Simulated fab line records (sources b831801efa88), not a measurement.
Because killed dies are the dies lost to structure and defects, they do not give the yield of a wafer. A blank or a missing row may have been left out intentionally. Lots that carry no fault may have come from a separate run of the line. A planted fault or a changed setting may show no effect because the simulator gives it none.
The same fault as seen by 2 desks	flow sky130	numbers are kept per desk, each desk with only its own; the story behind them comes last

FROM THE METROLOGY DESK
Lot by lot, what the gauges showed, no matter which tool ran the lot: averages of those sampled wafers that carry a number. The brackets show how far a lot's mean lies from the usual mean; more than 4 standard deviations puts the lot out of limits, marked OUT.
Columns: A = SONOS_ONO_OXIDATION_THK at SKY_SONOS_ONO_THK_MEAS_01, usual 2.61 nm; B = cd-nm at SKY_SONOS_ONO_CD_MEAS_13, usual 409.6 nm; C = GATE_OXIDE_OXIDATION_00_THK at SKY_GATE_OXIDE_THK_MEAS_02, usual 10.31 nm
lot	first seen here	A	B	C
L402	day 12 02:17	2.55	405.4	10.27
L404	day 12 14:40	2.61	406.2	10.01
L406	day 12 20:53	2.62	408.5	10.46
L408	day 13 11:10	2.97 (+5.8) OUT	409.2	10.36
L409	day 14 02:28	2.65	409.6	10.34
L410	day 14 07:36	2.91 (+4.8) OUT	409.4	10.17
L417	day 16 09:08	2.60	409.6	10.31
L420	day 17 08:35	2.55	414.4	10.57
L421	day 17 15:54	2.69	407.4	10.21
L422	day 18 12:45	2.67	410.2	10.45
L423	day 19 09:54	2.66	409.9	10.37
L424	day 19 15:59	2.70	412.1	10.43
L425	day 19 17:39	2.59	410.9	10.37
This desk's result: L408, L410 out of limits, first on L408 (SONOS_ONO_OXIDATION_THK at SKY_SONOS_ONO_THK_MEAS_01), day 13 11:10. L402, L404, L406, L409, L417, L420, L421, L422, L423, L424, L425 stayed within limits.

FOR THE TOOL OWNER'S DESK: furnace-01
The tool's own readings at SKY_SONOS_ONO_OXIDATION_00 (stabilise 600 s, purge 300 s, target thk 2.6 nm): means of the sampled wafers that have a number, for each lot that ran on this tool. The brackets show how far a lot's mean lies from the usual mean; more than 4 standard deviations puts the lot out of limits, marked OUT.
Columns: A = zone-power-bottom-pct at SKY_SONOS_ONO_OXIDATION_00, usual 23 %
lot	first seen here	A
L404	day 12 13:19	26
L406	day 12 19:32	27
L408	day 13 09:49	27
L410	day 14 06:16	27
L422	day 18 11:23	27
L424	day 19 14:38	26
Result from this desk: across the 6 lots, nothing is out of limits.

BROUGHT TOGETHER
Metrology desk: alarm possible at day 13 11:10 on L408, L410.
The desk of the tool owner found nothing out of limits.
Tool owner's desk: L408, L410 on record, inside its limits.
SKY_SONOS_ONO_OXIDATION_00 was run on furnace-01 by each of the lots named.

WHAT HAD BEEN PUT IN BY THE SIMULATOR
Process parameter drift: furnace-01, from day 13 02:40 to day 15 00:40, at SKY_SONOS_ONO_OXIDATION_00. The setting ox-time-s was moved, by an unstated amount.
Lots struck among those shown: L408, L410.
Time in hours between the start of the fault and the first out-of-limits reading at each desk: metrology desk, 8.
